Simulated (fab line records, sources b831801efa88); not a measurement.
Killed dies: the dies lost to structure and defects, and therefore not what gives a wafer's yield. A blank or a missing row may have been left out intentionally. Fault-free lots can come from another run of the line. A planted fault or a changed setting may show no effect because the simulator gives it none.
fab line records | flow sky130
[record] lots = 7 wafers = 19 last_day = 50
route steps=708 shown LI_CONTACT@380 LOCAL_INTERCONNECT@387 PAD_OPEN@708
lots with no fault: from the same line, run without faults
start_h: the number of hours between the record's first day and the start of the first shown wafer of the lot | wait_h: time in hours since the lot's previous step | " identical to the entry in the row above | L1.1+2: one row covering several wafers at once | - either no value or no given start | * or withheld: withheld | < > ~ a bound
route shown NAME@n: names a module that has steps shown in the file, with the first one's number in the route | usual: mean/standard deviation taken from wafers without a fault | same: alike in all rows | chamber/n: place in a boat | sites: each site's reading | _std_site: standard deviation across them | _edge_site: outer sites' mean less inner sites' | radius_mm: for every site, how far away it sits from the centre of the wafer | mask NAME#n: copy n | behind: tool/chamber where the wafer was last shaped | hold: why the lot went on hold/how many hours it stayed there/how the hold came to an end | device: transistor that didn't switch, given as n, p or np | end of line: the tests these same wafers got at the end of their route | for a step that has no rows: nothing shown but its recipe | killed: at the first sort, the dies lost to defects and structure; wafer yield is something else | map: a wafer's dies, x killed, . not, _ none there
set.NAME: the setting the step ran with; set.NAME@STEP: the setting that earlier step ran with | model.NAME: the simulator's own value behind a step, which no gauge read
a table for each step, a row for each wafer; lots at some steps of the route
services: from which hour (start_h, from the record's first day; less than 0 if before it) a tool's chamber was out of use, for how many hours, and why
[[steps]]
[step SKY_LI_CONTACT_PRE_CLEAN_18]
[recipe] gas = Ar time_s = 5.6 bias_v = 358
[step SKY_LI_CONTACT_SPUTTER_19]
[recipe] material = Ti target_thk_nm = 20 chamber_pressure_pa = 5 power_w = 2500 substrate_temp_c = 200 time_s = 106.37
[usual] throttle_valve_pct = 29.8/0.8
// columns lot.wafer tool chamber start_h wait_h throttle_valve_pct
L186.4 pvd_sputter-04 - 706.59 0.0 29.3
L186.5 " - " " 29.3
L186.6 " - " " 31.0
L192.2 pvd_sputter-04 - 758.14 0.0 29.4
L192.4 " - " " 28.7
L192.6 " - " " 29.6
L193.2 pvd_sputter-04 - 769.30 0.0 29.4
L193.3 " - " " 30.5
L193.4 " - " " 28.9
L196.3 pvd_sputter-03 - 786.38 0.0 30.1
L196.6 " - " " 30.6
L198.1 pvd_sputter-04 - 809.14 0.0 30.5
L198.4 " - " " 28.8
L198.6 " - " " 30.7
L201.1 pvd_sputter-02 - 822.19 0.0 28.2
L201.2 " - " " 30.2
L205.2 pvd_sputter-04 - 861.74 0.0 29.3
L205.4 " - " " 28.9
L205.5 " - " " 28.8
[step SKY_LI_CONTACT_SPUTTER_20]
[recipe] material = TiN target_thk_nm = 20 chamber_pressure_pa = 5 power_w = 4000 time_s = 80
[usual] throttle_valve_pct = 29.9/0.8
// columns lot.wafer tool chamber start_h wait_h throttle_valve_pct
L186.4 pvd_sputter-04 - 706.66 0.0 29.4
L186.5 " - " " 29.7
L186.6 " - " " 30.7
L192.2 pvd_sputter-04 - 758.21 0.0 29.3
L192.4 " - " " 28.7
L192.6 " - " " 29.6
L193.2 pvd_sputter-04 - 769.38 0.0 29.4
L193.3 " - " " 30.6
L193.4 " - " " 28.8
L196.3 pvd_sputter-03 - 786.45 0.0 29.9
L196.6 " - " " 30.6
L198.1 pvd_sputter-04 - 809.21 0.0 30.7
L198.4 " - " " 28.8
L198.6 " - " " 30.5
L201.1 pvd_sputter-02 - 822.26 0.0 28.6
L201.2 " - " " 30.3
L205.2 pvd_sputter-04 - 861.81 0.0 29.8
L205.4 " - " " 29.0
L205.5 " - " " 28.7
[step SKY_LI_CONTACT_CVD_21]
[recipe] material = W target_thk_nm = 400 time_s = 120.56 temp_c = 400 pressure_torr = 40
[step SKY_LI_CONTACT_RS_MEAS_22]
[recipe] thk_meas_gauge = four-point-probe reads = W_of_LI_CONTACT_CVD_21+TiN_of_LI_CONTACT_SPUTTER_20+Ti_of_LI_CONTACT_SPUTTER_19
[usual] LI_CONTACT_W_RS = 0.283/0.0046
// columns lot.wafer tool chamber start_h wait_h LI_CONTACT_W_RS[ohm/sq]
L186.4 film_metro-02 - 706.91 0.1 0.282
L186.5 " - " " 0.291
L186.6 " - " " 0.281
L192.2 film_metro-03 - 758.42 0.1 0.281
L192.4 " - " " 0.286
L192.6 " - " " 0.287
L193.2 film_metro-02 - 769.58 0.1 0.288
L193.3 " - " " 0.277
L193.4 " - " " 0.283
L196.3 film_metro-03 - 786.68 0.1 0.288
L196.6 " - " " 0.285
L198.1 film_metro-02 - 809.40 0.1 0.288
L198.4 " - " " 0.289
L198.6 " - " " 0.278
L201.1 film_metro-02 - 822.45 0.1 0.287
L201.2 " - " " 0.277
L205.2 film_metro-04 - 862.02 0.1 0.286
L205.4 " - " " 0.286
L205.5 " - " " 0.277
[step SKY_LI_CONTACT_THK_MEAS_23]
[recipe] thk_meas_gauge = xrf reads = W_of_LI_CONTACT_CVD_21
[usual] LI_CONTACT_W_THK = 407/8.2
// columns lot.wafer tool chamber start_h wait_h LI_CONTACT_W_THK[nm]
L186.4 film_metro-02 - 707.00 0.1 413
L186.5 " - " " 403
L186.6 " - " " 415
L192.2 film_metro-03 - 758.53 0.1 406
L192.4 " - " " 398
L192.6 " - " " 401
L193.2 film_metro-02 - 769.69 0.1 408
L193.3 " - " " 421
L193.4 " - " " 413
L196.3 film_metro-03 - 786.78 0.1 399
L196.6 " - " " 401
L198.1 film_metro-02 - 809.52 0.1 406
L198.4 " - " " 406
L198.6 " - " " 418
L201.1 film_metro-02 - 822.57 0.1 407
L201.2 " - " " 422
L205.2 film_metro-04 - 862.13 0.1 397
L205.4 " - " " 401
L205.5 " - " " 413
[step SKY_LI_CONTACT_CMP_24]
[recipe] stop_on = PSG t_overpolish_s = 20 down_force_psi = 3.5 platen_rpm = 60 target_thk_nm = 0 pad_velocity_m_s = 0.94248
[usual] edge_zone_pressure_frac = 1.000/0.0051 motor_current_A = 10.8/1.6 overpolish_run_s = 19.999/0.0089 time_to_endpoint_s = 100/3.5
// columns lot.wafer tool chamber start_h wait_h edge_zone_pressure_frac motor_current_A overpolish_run_s time_to_endpoint_s
L186.4 cmp-02 0 707.08 0.1 1.005 11.9 20.004 100
L186.5 " 3 " " 0.992 10.5 19.998 92
L186.6 " 0 " " 1.000 11.3 20.002 100
L192.4 cmp-01 1 758.68 0.1 1.002 10.7 19.994 104
L192.2 " 2 " " 0.999 9.9 19.994 107
L192.6 " 0 " " 1.000 12.6 20.013 104
L193.3 cmp-02 2 769.79 0.1 1.006 9.9 19.998 102
L193.2 " 3 " " 0.997 10.3 20.021 98
L193.4 " 0 " " 0.993 11.6 19.991 104
L196.3 cmp-01 2 786.82 0.0 0.996 10.3 19.987 105
L196.6 " 2 " " 0.995 9.9 20.004 105
L198.4 cmp-02 3 809.58 0.0 1.006 10.2 20.007 97
L198.1 " 0 " " 1.000 11.3 20.018 98
L198.6 " 0 " " 1.008 11.4 19.998 102
L201.1 cmp-01 2 822.63 0.1 1.000 10.7 19.997 103
L201.2 " 0 " " 0.997 13.2 20.007 105
L205.2 cmp-01 1 862.28 0.1 1.008 11.2 19.994 100
L205.4 " 2 " " 1.002 10.5 19.993 103
L205.5 " 0 " " 0.997 12.7 20.002 105
[step SKY_LOCAL_INTERCONNECT_SPUTTER_00]
[recipe] material = TiN target_thk_nm = 100 temp_c = 300 power_w = 6500 time_s = 83.3 chamber_pressure_pa = 0.4
[usual] susceptor_temp_C = 300.01/0.19 throttle_valve_pct = 29.5/1.1
// columns lot.wafer tool chamber start_h wait_h susceptor_temp_C throttle_valve_pct
L186.4 pvd_sputter-01 - 707.33 0.2 299.92 30.0
L186.5 " - " " 300.01 30.4
L186.6 " - " " 299.93 29.8
L192.2 pvd_sputter-02 - 758.88 0.1 300.03 27.2
L192.4 " - " " 300.06 30.3
L192.6 " - " " 300.13 29.9
L193.2 pvd_sputter-02 - 770.04 0.1 300.15 28.4
L193.3 " - " " 300.13 30.2
L193.4 " - " " 299.78 27.4
L196.3 pvd_sputter-04 - 787.12 0.2 300.27 29.0
L196.6 " - " " 300.40 30.6
L198.1 pvd_sputter-01 - 809.88 0.2 299.91 30.1
L198.4 " - " " 299.88 29.8
L198.6 " - " " 300.25 31.1
L201.1 pvd_sputter-04 - 822.93 0.2 299.82 30.6
L201.2 " - " " 299.71 29.4
L205.2 pvd_sputter-04 - 862.48 0.1 299.86 30.5
L205.4 " - " " 300.03 29.6
L205.5 " - " " 299.92 30.7
[step SKY_LOCAL_INTERCONNECT_RS_MEAS_01]
[recipe] thk_meas_gauge = four-point-probe reads = TiN_of_LOCAL_INTERCONNECT_SPUTTER_00
[usual] LOCAL_INTERCONNECT_TIN_RS = 14.19/0.18
// columns lot.wafer tool chamber start_h wait_h LOCAL_INTERCONNECT_TIN_RS[ohm/sq]
L186.4 film_metro-01 - 707.45 0.1 14.02
L186.5 " - " " 14.03
L186.6 " - " " 14.07
L192.2 film_metro-02 - 758.96 0.1 14.45
L192.4 " - " " 14.07
L192.6 " - " " 14.33
L193.2 film_metro-01 - 770.13 0.1 14.39
L193.3 " - " " 14.15
L193.4 " - " " 14.40
L196.3 film_metro-02 - 787.22 0.1 14.21
L196.6 " - " " 13.95
L198.1 film_metro-03 - 809.94 0.0 14.23
L198.4 " - " " 14.07
L198.6 " - " " 14.06
L201.1 film_metro-02 - 822.99 0.0 13.86
L201.2 " - " " 13.82
L205.2 film_metro-01 - 862.56 0.1 14.02
L205.4 " - " " 14.33
L205.5 " - " " 14.16
[step SKY_LOCAL_INTERCONNECT_THK_MEAS_02]
[recipe] thk_meas_gauge = xrf reads = TiN_of_LOCAL_INTERCONNECT_SPUTTER_00
[usual] LOCAL_INTERCONNECT_TIN_THK = 99.9/1.3
// columns lot.wafer tool chamber start_h wait_h LOCAL_INTERCONNECT_TIN_THK[nm]
L186.4 film_metro-01 - 707.54 0.1 100.5
L186.5 " - " " 100.9
L186.6 " - " " 100.9
L192.2 film_metro-02 - 759.07 0.1 98.6
L192.4 " - " " 101.1
L192.6 " - " " 98.7
L193.2 film_metro-01 - 770.24 0.1 98.6
L193.3 " - " " 100.2
L193.4 " - " " 98.1
L196.3 film_metro-02 - 787.32 0.1 99.8
L196.6 " - " " 101.8
L198.1 film_metro-03 - 810.06 0.1 98.6
L198.4 " - " " 99.8
L198.6 " - " " 99.9
L201.1 film_metro-02 - 823.11 0.1 102.4
L201.2 " - " " 102.4
L205.2 film_metro-01 - 862.67 0.1 101.3
L205.4 " - " " 99.5
L205.5 " - " " 100.5
[step SKY_LOCAL_INTERCONNECT_DEHYDRATE_03]
[recipe] temp_c = 200 time_s = 60
[step SKY_LOCAL_INTERCONNECT_HMDS_04]
[recipe] prime_time_s = 60 prime_temp_c = 120
[step SKY_LOCAL_INTERCONNECT_COAT_05]
[recipe] resist = BARC temp_c = withheld time_s = withheld spin_rpm = 3000 resist_thk_nm = 60
[usual] resist_line_temp_C = *
// columns lot.wafer tool chamber start_h wait_h resist_line_temp_C
L186.4 litho_track-04 0 720.64 0.1 *
L186.5 " 0 " " *
L186.6 " 0 " " *
L192.2 litho_track-02 0 772.49 0.1 *
L192.4 " 0 " " *
L192.6 " 0 " " *
L193.2 litho_track-04 0 783.04 0.1 *
L193.3 " 0 " " *
L193.4 " 0 " " *
L196.3 litho_track-02 0 800.07 0.1 *
L196.6 " 0 " " *
L198.1 litho_track-02 0 822.97 0.1 *
L198.4 " 0 " " *
L198.6 " 0 " " *
L201.1 litho_track-02 0 835.72 0.1 *
L201.2 " 0 " " *
L205.2 litho_track-04 0 875.94 0.1 *
L205.4 " 0 " " *
L205.5 " 0 " " *
[step SKY_LOCAL_INTERCONNECT_COAT_06]
[recipe] resist = KrF-thick spin_rpm = 3000 resist_thk_nm = 450
[step SKY_LOCAL_INTERCONNECT_SOFTBAKE_07]
[recipe] temp_c = 100 time_s = 90 resist = KrF-thick
[step SKY_LOCAL_INTERCONNECT_EXPOSE_08]
[recipe] mask_id = LI1M na = 0.8 source_shape = annular sigma_inner = 0.55 sigma_outer = 0.85 target_cd_nm = 170 dose_mj = 28
[step SKY_LOCAL_INTERCONNECT_PEB_09]
[recipe] peb_temp_c = withheld peb_time_s = withheld resist = KrF-thick
[step SKY_LOCAL_INTERCONNECT_DEVELOP_10]
[recipe] develop_time_s = 60 resist = KrF-thick dev_temp_c = 21
[step SKY_LOCAL_INTERCONNECT_CD_MEAS_11]
[recipe] target_cd_nm = 170
[usual] cd_nm = 169.9/1.3
// columns lot.wafer tool chamber start_h wait_h cd_nm
L186.4 cd_sem-02 - 734.93 - 171.0
L186.5 " - " " 171.0
L186.6 " - " " 169.6
L192.2 cd_sem-01 - 786.44 - 169.3
L192.4 " - " " 170.1
L192.6 " - " " 171.1
L193.2 cd_sem-01 - 796.48 - 170.8
L193.3 " - " " 170.4
L193.4 " - " " 171.3
L196.3 cd_sem-01 - 813.81 - 171.1
L196.6 " - " " 170.2
L198.1 cd_sem-01 - 836.51 - 171.2
L198.4 " - " " 170.1
L198.6 " - " " 170.7
L201.1 cd_sem-02 - 850.06 - 168.0
L201.2 " - " " 169.3
L205.2 cd_sem-01 - 889.64 - 169.9
L205.4 " - " " 170.2
L205.5 " - " " 169.4
[step SKY_LOCAL_INTERCONNECT_OVL_MEAS_12]
[usual] LOCAL_INTERCONNECT_OVL = 2/5.4
// columns lot.wafer tool chamber start_h wait_h LOCAL_INTERCONNECT_OVL[nm]
L186.4 overlay-02 - 735.01 0.1 6
L186.5 " - " " -1
L186.6 " - " " 6
L192.2 overlay-02 - 786.54 0.1 -3
L192.4 " - " " 6
L192.6 " - " " 2
L193.2 overlay-02 - 796.58 0.1 1
L193.3 " - " " 5
L193.4 " - " " -1
L196.3 overlay-02 - 813.90 0.1 7
L196.6 " - " " -4
L198.1 overlay-01 - 836.63 0.1 0
L198.4 " - " " 7
L198.6 " - " " 9
L201.1 overlay-01 - 850.18 0.1 -6
L201.2 " - " " 4
L205.2 overlay-01 - 889.75 0.1 -1
L205.4 " - " " 5
L205.5 " - " " 6
[step SKY_LOCAL_INTERCONNECT_ETCH_13]
[recipe] chemistry = N2/H2 target = BARC ion_energy_ev = 200 bias_w = 100 pressure_mtorr = 30 n2_flow_sccm = 100 h2_flow_sccm = 200 icp_w = 500 stop_on = SiO2 time_s = 45.9 target_depth_a = 600
[usual] drypump_motor_current_A = 5.6/0.37 he_backside_leak_sccm = 3.29/0.25 oes_product_au = 0.854/0.0047 throttle_valve_pct = 13.225/0.0082
// columns lot.wafer tool chamber start_h wait_h drypump_motor_current_A he_backside_leak_sccm oes_product_au rf_hours_counter_h throttle_valve_pct model.etch.depth_nm
L186.4 rie_metal-02 1 735.05 0.0 5.5 3.10 0.861 - 13.226 60.3
L186.5 " 0 " " 6.0 3.75 0.852 - 13.210 60.22
L186.6 " 1 " " 5.5 4.21 0.850 - 13.224 59.93
L192.2 rie_metal-04 1 786.57 0.0 5.2 3.05 0.857 3 13.237 59.74
L192.4 " 0 " " 5.5 3.20 0.850 - 13.236 59.97
L192.6 " 0 " " 5.4 3.20 0.852 - 13.222 59.94
L193.2 rie_metal-04 1 796.61 0.0 5.2 3.24 0.849 4 13.226 60.03
L193.3 " 1 " " 5.1 3.16 0.857 - 13.228 60.01
L193.4 " 0 " " 5.5 3.22 0.850 - 13.224 60.15
L196.3 rie_metal-03 1 813.94 0.0 6.3 3.43 0.879 - 13.233 64.22
L196.6 " 1 " " 6.3 3.44 0.850 - 13.217 59.95
L198.1 rie_metal-03 0 836.66 0.0 5.5 3.51 0.886 12 13.235 64.4
L198.4 " 1 " " 6.3 3.38 0.848 - 13.217 60.09
L198.6 " 0 " " 5.5 3.54 0.855 - 13.228 59.98
L201.1 rie_metal-03 0 850.21 0.0 5.5 3.65 0.900 13 13.234 64.3
L201.2 " 1 " " 6.3 3.31 0.858 4 13.211 59.82
L205.2 rie_metal-04 1 889.78 0.0 5.2 3.10 0.849 8 13.225 59.72
L205.4 " 1 " " 5.2 3.21 0.848 - 13.221 59.55
L205.5 " 1 " " 5.2 3.27 0.849 - 13.218 59.67
[step SKY_LOCAL_INTERCONNECT_METAL_ETCH_14]
[recipe] target_depth_nm = 110 stop_on = PSG chemistry = Cl2/BCl3 target = TiN resist_sidewall_deg = 88 pressure_mtorr = 10 icp_w = 900 bias_w = 48.5 Cl2_flow_sccm = 60 bcl3_flow_sccm = 30 time_s = 31.4
[usual] drypump_motor_current_A = 5.6/0.36 he_backside_leak_sccm = 3.29/0.2 oes_product_au = 0.939/0.0082 throttle_valve_pct = 21.903/0.0089
// columns lot.wafer tool chamber start_h wait_h drypump_motor_current_A he_backside_leak_sccm oes_product_au rf_hours_counter_h throttle_valve_pct
L186.4 rie_metal-02 1 735.10 0.0 5.5 2.91 0.947 - 21.910
L186.5 " 0 " " 6.0 3.29 0.936 - 21.907
L186.6 " 1 " " 5.5 3.03 0.943 - 21.911
L192.2 rie_metal-04 1 786.64 0.0 5.2 3.23 0.936 3 21.920
L192.4 " 0 " " 5.5 3.27 0.944 - 21.901
L192.6 " 0 " " 5.5 3.31 0.937 - 21.911
L193.2 rie_metal-04 1 796.68 0.0 5.2 3.12 0.927 4 21.925
L193.3 " 1 " " 5.2 3.11 0.940 - 21.904
L193.4 " 0 " " 5.4 3.32 0.932 - 21.914
L196.3 rie_metal-03 1 814.00 0.0 6.3 3.37 0.944 - 21.886
L196.6 " 1 " " 6.3 3.40 0.957 - 21.892
L198.1 rie_metal-03 0 836.73 0.0 5.5 3.49 0.943 12 21.891
L198.4 " 1 " " 6.3 3.43 0.942 - 21.899
L198.6 " 0 " " 5.5 3.57 0.932 - 21.909
L201.1 rie_metal-03 0 850.28 0.0 5.5 3.59 0.953 13 21.901
L201.2 " 1 " " 6.3 3.36 0.954 4 21.895
L205.2 rie_metal-04 1 889.84 0.0 5.2 3.16 0.946 8 21.909
L205.4 " 1 " " 5.2 3.06 0.936 - 21.907
L205.5 " 1 " " 5.2 3.11 0.946 - 21.909
[step SKY_PAD_OPEN_PROBE_99]
[usual] killed_at_M0_to_M3 = 43/6 killed_at_M4_up = 3.2/1.9 killed_at_contacts = 25/5.4 killed_at_front_end = 15/4.5 killed_at_other = 0.3/0.59 killed_dies = 87/8.7 killed_open = 47/6.7 killed_short = 39/5.7
[same] gross_dies = 492 killed_at_back_side = 0
// columns lot.wafer tool chamber start_h wait_h killed_at_M0_to_M3 killed_at_M4_up killed_at_contacts killed_at_front_end killed_at_other killed_dies killed_open killed_short
L201.1 prober-01 - 1188.19 0.1 49 2 26 18 0 95 48 47
L201.2 prober-01 - 1188.24 0.1 58 5 18 25 0 106 56 50
// killed by level:class
L201.1 CONTACT:geometric_particle:open=15 VIA1:geometric_particle:open=11 FIELD_ISO:geometric_particle:short=8 LOCAL_INTERCONNECT:geometric_particle:short=6 METAL1:geometric_particle:short=6 VIA3:geometric_particle:open=6 METAL3:geometric_particle:short=6 VIA1:geometric_particle:short=5
L201.2 VIA1:geometric_particle:open=12 METAL1:geometric_particle:short=11 FIELD_ISO:geometric_particle:open=9 VIA1:geometric_particle:short=8 VIA3:geometric_particle:open=6 POLY_GATE:geometric_particle:short=5 POLY_GATE:geometric_particle:open=5 LI_CONTACT:geometric_particle:open=5
[[services]]
// columns tool chamber start_h hours kind
pvd_sputter-02 - 706.93 5.4 repair
pvd_sputter-01 - 711.02 6.3 repair
cmp-01 - 712.41 9.4 repair
rie_metal-02 - 715.94 0.7 repair
cmp-02 - 716.76 0.8 repair
cmp-01 - 726.25 2.4 repair
rie_metal-03 1 733.84 - clean
rie_metal-03 1 733.84 23.1 scheduled_down
cmp-02 - 745.46 0.4 repair
cmp-01 - 747.53 5.4 pm
rie_metal-04 0 749.16 14.2 repair
cmp-01 - 752.95 4.0 pm
pvd_sputter-01 - 756.69 4.0 repair
cmp-01 - 760.57 0.6 repair
cmp-01 - 770.32 0.8 repair
pvd_sputter-01 - 786.14 1.7 repair
cmp-02 - 788.36 1.5 repair
cmp-01 - 809.20 3.0 repair
rie_metal-04 - 842.63 0.7 repair
pvd_sputter-01 - 853.43 13.4 repair
rie_metal-02 - 856.83 0.1 repair
pvd_sputter-02 - 863.63 7.7 repair
pvd_sputter-03 - 867.32 3.9 repair
rie_metal-04 0 882.02 5.4 repair
[[key]]
[first_sign] step = SKY_LOCAL_INTERCONNECT_ETCH_13 reading = oes_product_au direction = up sigmas = 7.3 usual = 0.854 struck = 0.888
effect none on later readings
[model_effect] step = SKY_LOCAL_INTERCONNECT_ETCH_13 value = etch.depth_nm without = 59.77 struck = 64.31
met_at SKY_LOCAL_INTERCONNECT_COAT_05
struck_wafers L196.3,L198.1,L201.1
tester_left_out L196,L198,L201
onset_between 772.49 800.07
[fault] kind = process_parameter_drift tool = litho_track-02 chamber = - onset_h = 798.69 steps = SKY_LOCAL_INTERCONNECT_COAT_05 channel = resist_thk_nm offset = 4.5501 shape = step end_h = 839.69 scope = struck_wafers_only acts_in = these_recipes_only stated = 60
// tester_left_out: of these lots the tester's yield and bins aren't shown, on N5 and GAA mostly nor the transistor test; their killed dies are dies lost to structure and defects alone, not to doping, threshold or leakage, so they don't give the yield
